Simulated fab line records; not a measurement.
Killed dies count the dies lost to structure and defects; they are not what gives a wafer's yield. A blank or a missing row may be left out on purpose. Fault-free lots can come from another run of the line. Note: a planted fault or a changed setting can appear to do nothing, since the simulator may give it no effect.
Comparing a struck lot with a sound one :: flow sfq-line :: 14 steps out of a route of 325
Sound: wafers L575.2, L575.4, L575.5. Struck: wafers L564.2, L564.3, L564.4. The cause comes at the end.
Order at every step that has rows: each side's tool, ch and its chambers, its first start. Under that, the readings that differ: sound wafers :: struck wafers :: difference of the means :: sigmas: that difference in standard deviations of wafers without a fault.
alike: a reading whose means differ by less than 2 such deviations, as well as words and numbers matching on both sides. not compared: withheld readings; readings where some wafer has no value; bounds like >300 that might hide an equal value; numbers whose values overlap and for which the record gives no deviation.
Wherever a step has rows on one side only, a row that says differs or no value, or a row with sigmas, the two part there. When numbers do not overlap yet have no deviation, they are printed without sigmas and do not part them. Lack of a reading on every wafer of one side parts them only where that side has two or more wafers.

SFQ_M6_OVL_MEAS_940:
  sound on overlay-02, day 63 16:08; struck on overlay-01, day 60 11:37
  alike: M6_OVL
SFQ_TRILAYER_M6_BARC_OPEN_METAL_ETCH_206: etches BARC in O2, target depth 125 nm, time 41.7 s.
  sound on rie-metal-03 ch 0, day 63 16:11; struck on rie-metal-01 ch 0,1, day 60 11:38
  alike: drypump-motor-current-A, oes-product-au
  not compared: rf-hours-counter-h
SFQ_TRILAYER_M6_ETCH_METAL_ETCH_162: etches Nb in Cl2/Ar, stops on SiO2, target depth 240 nm, time 120 s.
  sound on rie-metal-03 ch 0, day 63 16:19; struck on rie-metal-01 ch 0,1, day 60 11:42
reading: oes-product-au (a.u.)
sound: 0.905 0.900 0.904
struck: 0.892 0.878 0.880
difference: -0.020
sigmas: -3
  alike: drypump-motor-current-A
  not compared: rf-hours-counter-h
SFQ_TRILAYER_M6_STRIP_STRIP_163: strips in O2.
  sound on rie-metal-03 ch 0, day 63 16:44; struck on rie-metal-01 ch 0,1, day 60 11:50
  alike: drypump-motor-current-A, oes-product-au
  not compared: rf-hours-counter-h
then, 1 step without rows for these wafers: SFQ_TRILAYER_M6_STRIP_SOLV_CLEAN_164 (cleans in NMP, time 600 s).
SFQ_TRILAYER_I6_DEP_PECVD_165: deposits SiO2 from SiH4/N2O, time 111.11 s, target thk 500 nm.
  sound on pecvd-02 ch 0,1,2, day 63 17:55; struck on pecvd-02 ch 1,2, day 60 12:36
  alike: heater-power-w, throttle-valve-pct
then, 1 step without rows for these wafers: SFQ_TRILAYER_I6_CMP_CMP_166 (polishes SiO2).
SFQ_I6_BOW_MEAS_941:
  sound on film-metro-04, day 63 22:20; struck on film-metro-04, day 60 15:42
  alike: I6_BOW
SFQ_TRILAYER_I6_METRO_MEASURE_167:
  sound on film-metro-04, day 63 22:38; struck on film-metro-04, day 60 16:00
  alike: thk-nm
then, 3 steps without rows for these wafers: SFQ_TRILAYER_I6_VIA_LITHO_COAT_174 (resist thk 62 nm); SFQ_TRILAYER_I6_VIA_LITHO_COAT_169 (resist thk 650 nm); SFQ_TRILAYER_I6_VIA_LITHO_SOFTBAKE_173.
SFQ_TRILAYER_I6_VIA_LITHO_EXPOSE_170: exposes mask I6, target cd 700 nm.
  sound on krf-scanner-01 ch 0, day 68 11:34; struck on krf-scanner-02, day 62 01:45
  no value came back on the struck wafers for exposure-dose-mJ-cm2, focus-offset-nm (nm), sigma-outer; on the sound wafers exposure-dose-mJ-cm2 reads 21.299 21.302 21.334
  alike: mask
then, 1 step without rows for these wafers: SFQ_TRILAYER_I6_VIA_LITHO_PEB_172 (peb time 60 s).

== WHERE THEY PART ==
Earliest at SFQ_TRILAYER_M6_ETCH_METAL_ETCH_162; latest, in this record, at SFQ_TRILAYER_I6_VIA_LITHO_EXPOSE_170.

WHY: what the simulator had put in
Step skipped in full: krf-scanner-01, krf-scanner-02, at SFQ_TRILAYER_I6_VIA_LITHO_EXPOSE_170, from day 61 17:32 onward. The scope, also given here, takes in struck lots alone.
